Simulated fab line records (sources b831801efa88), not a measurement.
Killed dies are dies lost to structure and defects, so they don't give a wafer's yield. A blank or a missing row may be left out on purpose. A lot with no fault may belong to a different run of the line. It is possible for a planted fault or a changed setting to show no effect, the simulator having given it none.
fab line records | flow sfq-line
[record] lots = 5 | wafers = 15 | last-day = 90
route steps=325 shown M2@95 I2@103
lots untouched by any fault: they come from a run of this same line in which no faults occurred
start-h: the number of hours between the record's first day and the start of the first shown wafer of the lot | wait-h: how many hours have passed since the lot's step before this one | " identical to the entry in the row above | L1.1+2: a single row standing in for several wafers | - no value, or no start was given | * or withheld: withheld | < > ~ a bound
route shown NAME@n: NAME is a module with steps in the file, n the number in the route of the first one | usual: average and standard deviation across the fault-free wafers | same: alike in all rows | chamber/n: place in a boat | sites: per-site readings | _std_site: how widely they spread, as a standard deviation | _edge_site: the outer-site mean with the inner-site mean subtracted | radius-mm: how far each site lies from the wafer's centre | mask NAME#n: copy n | behind: the last tool/chamber to shape the wafer | hold: why the lot went on hold/how many hours it stayed there/how the hold came to an end | device: names the non-switching transistor (n, p or np) | end of line: at the end of the route, the tests of the same wafers | a step with no rows: only its recipe | killed: dies that structure and defects cost at the first sort, which is not the same as the wafer's yield | map: dies across one wafer; x = killed, . = not, _ = none there
set.NAME: setting as actually run; set.NAME@STEP: the setting as run at that earlier step | model.NAME: the simulator's own value behind a step, which no gauge read
certain route steps with their lots: each step a table, each wafer a row
services: a tool's chamber out of use, with start hour (start-h, from the record's first day; less than 0 if before it), hours out, and reason
[[steps]]
[step SFQ_TRILAYER_M2_LITHO_EXPOSE_058]
[recipe] mask-id = M2 | na = 0.6 | source-shape = conventional | sigma-outer = 0.65 | target-cd-nm = 500 | dose-mj = 14.4
[step SFQ_TRILAYER_M2_LITHO_PEB_060]
[recipe] peb-temp-c = 115 | peb-time-s = 60 | resist = KrF
[step SFQ_TRILAYER_M2_LITHO_DEVELOP_059]
[recipe] time-s = 60 | resist = KrF
[step SFQ_M2_OVL_MEAS_916]
[usual] M2_OVL = -1/5.7
lot.wafer | tool       | chamber | start-h | wait-h | M2_OVL[nm]
L599.1    | overlay-01 | -       | 546.89  | 0.1    | -1
L599.5    | "          | -       | "       | "      | -10
L599.6    | "          | -       | "       | "      | -5
L604.1    | overlay-02 | -       | 714.86  | 0.1    | -2
L604.3    | "          | -       | "       | "      | -5
L604.6    | "          | -       | "       | "      | -2
L608.1    | overlay-01 | -       | 730.60  | 0.1    | 0
L608.3    | "          | -       | "       | "      | -1
L608.5    | "          | -       | "       | "      | -1
L612.1    | overlay-01 | -       | 759.52  | 0.1    | 3
L612.5    | "          | -       | "       | "      | 3
L612.6    | "          | -       | "       | "      | -1
L622.1    | overlay-02 | -       | 850.28  | 0.1    | -1
L622.3    | "          | -       | "       | "      | 4
L622.6    | "          | -       | "       | "      | -2
[step SFQ_TRILAYER_M2_BARC_OPEN_METAL_ETCH_077]
[recipe] mask-material = PR | chemistry = O2 | target-depth-nm = 125 | target = BARC | icp-w = 600 | bias-w = 80 | pressure-mtorr = 10 | time-s = 41.7
[usual] drypump-motor-current-A = 5.4/0.32 | oes-product-au = 0.685/0.0048 | rf-fwd-power-W = 593.8/2.1
lot.wafer | tool         | chamber | start-h | wait-h | drypump-motor-current-A | oes-product-au | rf-fwd-power-W | rf-hours-counter-h
L599.1    | rie-metal-03 | 0       | 546.92  | 0.0    | 5.1                     | 0.689          | 592.0          | 14
L599.5    | "            | 0       | "       | "      | 5.1                     | 0.682          | 593.9          | -
L599.6    | "            | 0       | "       | "      | 5.1                     | 0.693          | 596.2          | -
L604.1    | rie-metal-04 | 1       | 714.90  | 0.0    | 5.9                     | 0.679          | 591.9          | 69
L604.3    | "            | 1       | "       | "      | 5.9                     | 0.682          | 591.5          | -
L604.6    | "            | 0       | "       | "      | 5.7                     | 0.691          | 596.5          | -
L608.1    | rie-metal-02 | 1       | 730.63  | 0.0    | 5.7                     | 0.680          | 593.8          | 25
L608.3    | "            | 1       | "       | "      | 5.7                     | 0.689          | 592.5          | -
L608.5    | "            | 1       | "       | "      | 5.8                     | 0.686          | 591.2          | -
L612.1    | rie-metal-04 | 1       | 759.56  | 0.0    | 5.8                     | 0.694          | 592.3          | 75
L612.5    | "            | 0       | "       | "      | 5.7                     | 0.693          | 592.4          | -
L612.6    | "            | 1       | "       | "      | 5.9                     | 0.683          | 591.4          | -
L622.1    | rie-metal-04 | 0       | 850.32  | 0.0    | 5.7                     | 0.684          | 594.6          | 47
L622.3    | "            | 0       | "       | "      | 5.7                     | 0.692          | 592.8          | -
L622.6    | "            | 0       | "       | "      | 5.7                     | 0.693          | 591.4          | -
[step SFQ_TRILAYER_M2_ETCH_METAL_ETCH_060]
[recipe] target = Nb | stop-on = SiO2 | mask-material = PR | chemistry = Cl2/Ar | target-depth-nm = 240 | icp-w = 600 | bias-w = 80 | pressure-mtorr = 10 | time-s = 120
[usual] drypump-motor-current-A = 5.4/0.32 | oes-product-au = 0.892/0.0079 | rf-fwd-power-W = 597.0/2.1
lot.wafer | tool         | chamber | start-h | wait-h | drypump-motor-current-A | oes-product-au | rf-fwd-power-W | rf-hours-counter-h
L599.1    | rie-metal-03 | 0       | 547.04  | 0.1    | 5.1                     | 0.895          | 595.0          | 14
L599.5    | "            | 0       | "       | "      | 5.1                     | 0.880          | 595.4          | -
L599.6    | "            | 0       | "       | "      | 5.1                     | 0.892          | 594.5          | -
L604.1    | rie-metal-04 | 1       | 714.96  | 0.0    | 5.9                     | 0.893          | 595.1          | 69
L604.3    | "            | 1       | "       | "      | 5.9                     | 0.899          | 594.7          | -
L604.6    | "            | 0       | "       | "      | 5.7                     | 0.882          | 602.3          | -
L608.1    | rie-metal-02 | 1       | 730.69  | 0.0    | 5.7                     | 0.890          | 595.1          | 25
L608.3    | "            | 1       | "       | "      | 5.7                     | 0.895          | 599.5          | -
L608.5    | "            | 1       | "       | "      | 5.7                     | 0.885          | 599.0          | -
L612.1    | rie-metal-04 | 1       | 759.62  | 0.0    | 5.9                     | 0.914          | 597.5          | 75
L612.5    | "            | 0       | "       | "      | 5.7                     | 0.911          | 597.8          | -
L612.6    | "            | 1       | "       | "      | 5.9                     | 0.894          | 598.0          | -
L622.1    | rie-metal-04 | 0       | 850.38  | 0.0    | 5.7                     | 0.899          | 599.5          | 47
L622.3    | "            | 0       | "       | "      | 5.7                     | 0.889          | 600.1          | -
L622.6    | "            | 0       | "       | "      | 5.7                     | 0.893          | 598.0          | -
[step SFQ_TRILAYER_M2_STRIP_STRIP_061]
[recipe] gas = O2 | power-w = 200 | platen-temp-c = 40 | overash-fraction = 0.65 | chemistry = O2 | pressure-mtorr = 50
[step SFQ_TRILAYER_M2_STRIP_SOLV_CLEAN_062]
[recipe] chemistry = NMP | temp-c = 70 | time-s = 600
[step SFQ_TRILAYER_I2_DEP_PECVD_063]
[recipe] material = SiO2 | temp-c = 150 | time-s = 111.11 | pressure-torr = 2.4 | rf-w = 183.3 | precursor = SiH4/N2O | target-thk-nm = 500
[usual] heater-power-outer-w = 34/8.8 | heater-power-w = 89/12 | rf-fwd-power-W = 182.2/0.56 | throttle-valve-pct = 24.8/1.6
lot.wafer | tool     | chamber | start-h | wait-h | heater-power-outer-w | heater-power-w | rf-fwd-power-W | throttle-valve-pct
L599.1    | pecvd-01 | 1       | 548.67  | 0.0    | 42                   | 96             | 183.2          | 25.8
L599.5    | "        | 1       | "       | "      | 42                   | 97             | 183.1          | 25.7
L599.6    | "        | 2       | "       | "      | 32                   | 88             | 181.7          | 24.6
L604.1    | pecvd-04 | 0       | 715.86  | 0.0    | 21                   | 75             | 182.8          | 25.8
L604.3    | "        | 1       | "       | "      | 30                   | 85             | 182.1          | 25.3
L604.6    | "        | 2       | "       | "      | 28                   | 79             | 181.8          | 24.5
L608.1    | pecvd-04 | 0       | 731.59  | 0.0    | 25                   | 80             | 182.8          | 26.1
L608.3    | "        | 2       | "       | "      | 32                   | 85             | 182.1          | 24.3
L608.5    | "        | 2       | "       | "      | 21                   | 70             | 181.8          | 24.2
L612.1    | pecvd-02 | 0       | 760.54  | 0.0    | 54                   | 112            | 181.9          | 21.7
L612.5    | "        | 0       | "       | "      | 55                   | 117            | 182.4          | 21.6
L612.6    | "        | 2       | "       | "      | 27                   | 85             | 182.8          | 23.4
L622.1    | pecvd-02 | 1       | 851.28  | 0.0    | 38                   | 96             | 182.8          | 24.6
L622.3    | "        | 0       | "       | "      | 51                   | 111            | 182.4          | 21.7
L622.6    | "        | 2       | "       | "      | 29                   | 87             | 182.3          | 23.4
[step SFQ_TRILAYER_I2_CMP_CMP_064]
[recipe] material = SiO2 | down-force-psi = 3 | platen-rpm = 60 | pad-velocity-m-s = 0.94248
[usual] motor-current-A = 10.4/1.3 | retaining-ring-pressure-frac = 1.000/0.0046 | time-to-endpoint-s = 213/8.2
lot.wafer | tool   | chamber | start-h | wait-h | motor-current-A | retaining-ring-pressure-frac | time-to-endpoint-s
L599.1    | cmp-01 | 1       | 554.36  | 5.7    | 9.7             | 0.993                        | 193
L599.5    | "      | 3       | 555.36  | 6.6    | 10.2            | 1.001                        | 207
L599.6    | "      | 0       | "       | "      | 9.1             | 0.997                        | 211
L604.3    | cmp-02 | 1       | 777.14  | 61.2   | 13.0            | 1.000                        | 203
L604.1    | "      | 2       | "       | "      | 9.2             | 1.002                        | 207
L604.6    | "      | 0       | 778.64  | 62.7   | 10.0            | 1.006                        | 222
L608.3    | cmp-02 | 0       | 788.64  | 57.0   | 10.3            | 0.995                        | 223
L608.1    | "      | 2       | 789.64  | 58.0   | 10.1            | 1.002                        | 208
L608.5    | "      | 0       | 790.64  | 59.0   | 10.3            | 0.996                        | 223
L612.1    | cmp-01 | 0       | 799.00  | 38.4   | 9.0             | 1.002                        | 214
L612.6    | "      | 1       | "       | "      | 9.7             | 1.000                        | 207
L612.5    | "      | 2       | "       | "      | 9.7             | 1.005                        | 204
L622.1    | cmp-01 | 3       | 851.36  | 0.0    | 11.2            | 1.003                        | 225
L622.3    | "      | 0       | "       | "      | 8.9             | 0.985                        | 222
L622.6    | "      | 3       | 853.36  | 2.0    | 10.1            | 1.004                        | 227
[step SFQ_I2_BOW_MEAS_917]
[recipe] mode = bow
[usual] I2_BOW = 1/7.6
lot.wafer | tool          | chamber | start-h | wait-h | I2_BOW[um]
L599.1    | film-metro-01 | -       | 556.36  | 1.5    | -4
L599.5    | "             | -       | "       | "      | -15
L599.6    | "             | -       | "       | "      | -17
L604.1    | film-metro-03 | -       | 779.14  | 1.0    | 9
L604.3    | "             | -       | "       | "      | 9
L604.6    | "             | -       | "       | "      | 3
L608.1    | film-metro-03 | -       | 791.14  | 1.0    | 7
L608.3    | "             | -       | "       | "      | -5
L608.5    | "             | -       | "       | "      | 6
L612.1    | film-metro-03 | -       | 800.50  | 1.0    | -4
L612.5    | "             | -       | "       | "      | -8
L612.6    | "             | -       | "       | "      | 10
L622.1    | film-metro-02 | -       | 854.36  | 2.5    | 3
L622.3    | "             | -       | "       | "      | 13
L622.6    | "             | -       | "       | "      | -10
[step SFQ_TRILAYER_I2_METRO_MEASURE_065]
[usual] thk-nm = 199.3/1.2
lot.wafer | tool          | chamber | start-h | wait-h | thk-nm
L599.1    | film-metro-01 | -       | 556.48  | 0.1    | 198.5
L599.5    | "             | -       | "       | "      | 200.1
L599.6    | "             | -       | "       | "      | 200.6
L604.1    | film-metro-03 | -       | 779.26  | 0.1    | 198.4
L604.3    | "             | -       | "       | "      | 198.8
L604.6    | "             | -       | "       | "      | 199.7
L608.1    | film-metro-03 | -       | 791.26  | 0.1    | 199.1
L608.3    | "             | -       | "       | "      | 199.2
L608.5    | "             | -       | "       | "      | 200.7
L612.1    | film-metro-03 | -       | 800.62  | 0.1    | 201.5
L612.5    | "             | -       | "       | "      | 198.0
L612.6    | "             | -       | "       | "      | 198.5
L622.1    | film-metro-02 | -       | 854.48  | 0.1    | 198.5
L622.3    | "             | -       | "       | "      | 199.0
L622.6    | "             | -       | "       | "      | 199.2
[step SFQ_TRILAYER_I2_VIA_LITHO_COAT_072]
[recipe] resist = BARC | spin-rpm = 3000 | resist-thk-nm = 62
[usual] dispense-pressure-kPa = 47/5.5
lot.wafer | tool           | chamber | start-h | wait-h | dispense-pressure-kPa | model.BARC_of_TRILAYER_I2_VIA_LITHO_COAT_072.thk-nm
L599.1    | litho-track-02 | 0       | 557.68  | 1.0    | 47                    | 62.15
L599.5    | "              | 0       | "       | "      | 47                    | 62.01
L599.6    | "              | 0       | "       | "      | 47                    | 61.95
L604.1    | litho-track-04 | 0       | 780.46  | 1.0    | 55                    | 62.03
L604.3    | "              | 0       | "       | "      | 55                    | 62.18
L604.6    | "              | 0       | "       | "      | 55                    | 62.2
L608.1    | litho-track-02 | 0       | 792.46  | 1.0    | 47                    | 62.24
L608.3    | "              | 0       | "       | "      | 47                    | 62.22
L608.5    | "              | 0       | "       | "      | 47                    | 62.07
L612.1    | litho-track-04 | 0       | 801.82  | 1.0    | 55                    | 62.21
L612.5    | "              | 0       | "       | "      | 55                    | 70.47
L612.6    | "              | 0       | "       | "      | 55                    | 62.16
L622.1    | litho-track-01 | 0       | 855.68  | 1.0    | 42                    | 61.7
L622.3    | "              | 0       | "       | "      | 42                    | 62.01
L622.6    | "              | 0       | "       | "      | 42                    | 61.76
[step SFQ_TRILAYER_I2_VIA_LITHO_COAT_067]
[recipe] resist = KrF | spin-rpm = 3000 | resist-thk-nm = 650
[step SFQ_TRILAYER_I2_VIA_LITHO_SOFTBAKE_071]
[recipe] temp-c = withheld | time-s = withheld | resist = KrF
[step SFQ_TRILAYER_I2_VIA_LITHO_EXPOSE_068]
[recipe] mask-id = I2 | na = 0.6 | source-shape = conventional | sigma-outer = 0.65 | target-cd-nm = 500 | dose-mj = 21.3
[step SFQ_TRILAYER_I2_VIA_LITHO_PEB_070]
[recipe] peb-temp-c = 115 | peb-time-s = 60 | resist = KrF
[step SFQ_TRILAYER_I2_VIA_LITHO_DEVELOP_069]
[recipe] time-s = 60 | resist = KrF
[step SFQ_I2_OVL_MEAS_918]
[usual] I2_OVL = 1/5.2
lot.wafer | tool       | chamber | start-h | wait-h | I2_OVL[nm]
L599.1    | overlay-02 | -       | 705.26  | 0.1    | 1
L599.5    | "          | -       | "       | "      | 2
L599.6    | "          | -       | "       | "      | -1
L604.1    | overlay-01 | -       | 782.71  | 0.1    | 4
L604.3    | "          | -       | "       | "      | 1
L604.6    | "          | -       | "       | "      | -4
L608.1    | overlay-01 | -       | 919.74  | 0.1    | -1
L608.3    | "          | -       | "       | "      | -1
L608.5    | "          | -       | "       | "      | 4
L612.1    | overlay-01 | -       | 935.67  | 0.1    | -1
L612.5    | "          | -       | "       | "      | -3
L612.6    | "          | -       | "       | "      | -6
L622.1    | overlay-01 | -       | 1006.82 | 0.1    | 1
L622.3    | "          | -       | "       | "      | 0
L622.6    | "          | -       | "       | "      | 2
[step SFQ_TRILAYER_I2_VIA_BARC_OPEN_VIA_ETCH_096]
[recipe] mask-material = PR | chemistry = O2 | target-depth-nm = 125 | target = BARC | source-w = 500 | bias-w = 80 | pressure-mtorr = 30 | time-s = 41.7
[usual] drypump-motor-current-A = 5.6/0.36 | oes-product-au = 0.685/0.005 | rf-fwd-power-W = 494.4/2.3
lot.wafer | tool        | chamber | start-h | wait-h | drypump-motor-current-A | oes-product-au | rf-fwd-power-W | rf-hours-counter-h | model.etch.depth-nm
L599.1    | rie-diel-03 | 3       | 705.30  | 0.0    | 5.3                     | 0.681          | 496.4          | 10                 | 62.15
L599.5    | "           | 0       | "       | "      | 5.3                     | 0.694          | 493.1          | -                  | 62.01
L599.6    | "           | 1       | "       | "      | 5.7                     | 0.683          | 490.0          | -                  | 61.95
L604.1    | rie-diel-01 | 1       | 782.75  | 0.0    | 5.8                     | 0.689          | 497.1          | 9                  | 62.03
L604.3    | "           | 0       | "       | "      | 5.4                     | 0.679          | 498.6          | 6                  | 62.18
L604.6    | "           | 2       | "       | "      | 6.0                     | 0.694          | 496.0          | -                  | 62.2
L608.1    | rie-diel-03 | 0       | 919.78  | 0.0    | 5.2                     | 0.693          | 492.0          | 17                 | 62.24
L608.3    | "           | 1       | "       | "      | 5.7                     | 0.683          | 492.3          | 16                 | 62.22
L608.5    | "           | 3       | "       | "      | 5.3                     | 0.687          | 495.7          | -                  | 62.07
L612.1    | rie-diel-02 | 0       | 935.71  | 0.0    | 5.5                     | 0.676          | 495.2          | 15                 | 62.21
L612.5    | "           | 0       | "       | "      | 5.5                     | 0.725          | 493.6          | -                  | 70.47
L612.6    | "           | 1       | "       | "      | 4.9                     | 0.684          | 497.2          | -                  | 62.16
L622.1    | rie-diel-01 | 0       | 1006.85 | 0.0    | 5.4                     | 0.681          | 494.5          | 10                 | 61.7
L622.3    | "           | 3       | "       | "      | 5.2                     | 0.679          | 490.7          | 15                 | 62.01
L622.6    | "           | 3       | "       | "      | 5.2                     | 0.673          | 491.1          | -                  | 61.76
[step SFQ_TRILAYER_I2_VIA_ETCH_VIA_ETCH_070]
[recipe] target = SiO2 | stop-on = Nb | mask-material = PR | taper-deg = 20 | chemistry = CHF3 | target-depth-nm = 260 | source-w = 500 | bias-w = 80 | pressure-mtorr = 30 | time-s = withheld
[[services]]
tool          | chamber | start-h | hours | kind
rie-metal-04  | 1       | 575.72  | 9.4   | repair
cmp-01        | -       | 623.28  | 0.5   | repair
film-metro-03 | -       | 627.53  | 17.6  | pm
cmp-01        | -       | 641.63  | 8.7   | repair
film-metro-03 | -       | 646.10  | 0.9   | pm
cmp-01        | -       | 656.22  | 0.6   | repair
film-metro-03 | -       | 659.44  | 1.2   | pm
cmp-01        | -       | 660.06  | 1.8   | repair
film-metro-03 | -       | 715.03  | 0.5   | pm
cmp-01        | -       | 719.83  | 28.4  | pm
cmp-01        | -       | 748.78  | 1.2   | repair
cmp-01        | -       | 751.27  | 4.0   | pm
cmp-01        | -       | 809.50  | 6.6   | pm
cmp-01        | -       | 837.85  | 0.6   | repair
cmp-01        | -       | 886.31  | 4.0   | pm
film-metro-03 | -       | 886.73  | 1.1   | pm
cmp-01        | -       | 890.49  | 5.2   | repair
cmp-01        | -       | 895.38  | 0.4   | repair
film-metro-03 | -       | 904.44  | 0.7   | pm
rie-metal-04  | -       | 910.24  | 0.8   | repair
cmp-01        | -       | 930.39  | 0.2   | repair
film-metro-03 | -       | 942.27  | 2.1   | pm
film-metro-03 | -       | 959.15  | 1.4   | pm
cmp-01        | -       | 967.68  | 6.0   | repair
[[key]]
[first-sign] step = SFQ_TRILAYER_I2_VIA_BARC_OPEN_VIA_ETCH_096 | reading = oes-product-au | direction = up | sigmas = 8 | usual = 0.685 | struck = 0.725
effect none on later readings
[model-effect] step = SFQ_TRILAYER_I2_VIA_LITHO_COAT_072 | value = BARC_of_TRILAYER_I2_VIA_LITHO_COAT_072.thk-nm | without = 62.3 | struck = 70.47
[model-effect] step = SFQ_TRILAYER_I2_VIA_BARC_OPEN_VIA_ETCH_096 | value = etch.depth-nm | without = 62.3 | struck = 70.47
met-at SFQ_TRILAYER_I2_VIA_LITHO_COAT_072
struck-wafers L612.5
onset-between 780.46 801.82
[fault] kind = process-parameter-drift | tool = litho-track-04 | chamber = - | onset-h = 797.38 | steps = SFQ_TRILAYER_I2_VIA_LITHO_COAT_072 | channel = resist-thk-nm | offset = 8.1313 | shape = step | end-h = 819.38 | scope = struck-wafers-only | acts-in = these-recipes-only | stated = 62
